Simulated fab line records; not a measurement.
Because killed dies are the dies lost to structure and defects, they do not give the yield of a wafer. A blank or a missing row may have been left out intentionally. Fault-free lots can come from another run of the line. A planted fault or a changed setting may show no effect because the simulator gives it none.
The same fault as seen by 2 desks / flow sky130 / numbers are kept per desk, each desk with only its own; the story behind them comes last

DESK OF THE TOOL OWNER: implanter-02
For each lot that ran on this tool, the mean over its sampled wafers that have a number, from the tool's own readings at SKY_LDD_LDN_IMPLANT_10. A lot is out of limits, marked OUT, if its mean lies more than 4 standard deviations from the usual mean; the brackets give that distance.
Columns: A = dose_ions_cm2 at SKY_LDD_LDN_IMPLANT_10, usual 1.2502e+13; B = faraday_current_uA at SKY_LDD_LDN_IMPLANT_10, usual 70.4
lot=L593; first seen here=day 24 20:54; A=1.2494e+13; B=69.9
lot=L597; first seen here=day 26 08:14; A=1.2501e+13; B=69.7
lot=L603; first seen here=day 28 09:37; A=9.0433e+12 (-99 or more) OUT; B=51.8 (-12) OUT
lot=L604; first seen here=day 28 12:40; A=9.0417e+12 (-99 or more) OUT; B=50.3 (-13) OUT
This desk's finding: out of limits on L603, L604; first on L603, day 28 09:37 (dose_ions_cm2 at SKY_LDD_LDN_IMPLANT_10). Within limits: L593, L597.

FROM THE METROLOGY DESK
Lot by lot, what the gauges showed, no matter which tool ran the lot: averages of those sampled wafers that carry a number. A lot is out of limits, marked OUT, if its mean lies more than 4 standard deviations from the usual mean; the brackets give that distance.
Columns: A = POLY_GATE_OXIDATION_THK at SKY_POLY_GATE_THK_MEAS_21, usual 3.98 nm; B = LDD_N_OVL at SKY_LDD_N_OVL_MEAS_07, usual 0.2 nm; C = LDD_LDN_TW at SKY_LDD_LDN_TW_MEAS_13, usual 1489
lot=L590; first seen here=day 17 08:26; A=3.97; B=-1.1; C=1469
lot=L589; first seen here=day 17 10:34; A=4.12; B=0.3; C=1493
lot=L591; first seen here=day 17 13:54; A=4.06; B=0.3; C=1487
lot=L593; first seen here=day 18 10:47; A=4.05; B=1.4; C=1494
lot=L595; first seen here=day 19 04:04; A=3.95; B=2.0; C=1488
lot=L596; first seen here=day 19 16:25; A=3.91; B=1.3; C=1492
lot=L597; first seen here=day 19 21:52; A=3.97; B=-0.9; C=1474
lot=L598; first seen here=day 20 09:37; A=3.90; B=-0.3; C=1475
lot=L603; first seen here=day 22 04:01; A=3.89; B=0.6; C=1452
lot=L604; first seen here=day 22 08:19; A=3.86; B=1.4; C=1468
lot=L607; first seen here=day 24 09:12; A=3.92; B=2.1; C=1495
lot=L608; first seen here=day 24 10:31; A=3.97; B=1.0; C=1500
Finding of this desk: none of the 12 lots has anything out of limits.

ALL TOGETHER
On L603, L604, at day 28 09:37, an alarm was possible from the tool owner's desk.
Metrology desk: nothing out of limits seen.
The metrology desk has L603, L604 on record, within its limits.
SKY_LDD_LDN_IMPLANT_10 was run on implanter-02 by each of the lots named.

WHAT THE SIMULATOR PUT IN
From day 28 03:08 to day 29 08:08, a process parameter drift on implanter-02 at SKY_LDD_LDN_IMPLANT_10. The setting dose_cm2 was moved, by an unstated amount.
Struck lots among those shown: L603, L604.
Delay in hours, fault start to first out-of-limits reading, by desk: the tool owner's desk at 6.
